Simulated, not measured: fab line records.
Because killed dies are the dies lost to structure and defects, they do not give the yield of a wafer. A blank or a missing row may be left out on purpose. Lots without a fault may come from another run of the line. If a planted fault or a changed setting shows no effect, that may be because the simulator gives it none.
Matching of chambers -- flow sky130 -- 3 sister chambers for SKY_VIA4_STRIP_14 on wet bench-03
The step strips in post etch residue remover, time 1200 s. 16 wafers are shown with their chamber, then 8 later ones without.

WAFERS WITH THEIR CHAMBER
wafer,chamber,bath heat duty pct (%)
L478.4,1,13.9
L478.5,1,13.2
L478.6,1,13.2
L483.1,2,14.3
L483.3,2,13.6
L483.6,2,14.9
L486.1,2,14.6
L486.2,2,14.8
L486.3,2,14.6
L487.3,1,13.5
L487.5,1,13.2
L487.6,1,13.8
L488.1,3,14.2
L488.2,3,14.9
L488.5,3,13.6
L493.1,3,14.4

SIGNATURES, as means of the wafers listed above
reading,chamber 1,chamber 2,chamber 3,scatter within a chamber
bath heat duty pct,13.467,14.467,14.275,0.438
Rule: for each reading, subtract the chamber's mean from the wafer's reading, divide by that reading's scatter and square the result; add these up over the readings and take the root, which gives the wafer's distance from the chamber. If the next closest chamber is less than 2 further off than the closest, the wafer can't be placed; otherwise it belongs to the closest. The scatter: the root of (the sum of the squares of (reading less its chamber's mean) over the shown wafers, divided by (wafers less chambers)).

WAFERS WITH NO CHAMBER GIVEN
wafer,bath heat duty pct (%)
L493.5,13.8
L493.6,15.6
L496.1,14.5
L496.4,15.1
L496.6,14.3
L495.1,13.4
L495.4,14.4
L495.5,14.0

WHICH CHAMBER EACH WENT THROUGH
wafer,from the rows above,in truth
L493.5,can't be placed: 1 or 3 or 2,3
L493.6,can't be placed: 2 or 3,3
L496.1,can't be placed: 2 or 3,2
L496.4,can't be placed: 2 or 3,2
L496.6,can't be placed: 3 or 2 or 1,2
L495.1,can't be placed: 1 or 3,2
L495.4,can't be placed: 2 or 3 or 1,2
L495.5,can't be placed: 3 or 2 or 1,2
Correctly placed: 0 of 8. From these rows, 8 cannot be placed; in 7 the true chamber is one of the candidates. Placed wrongly: 0.
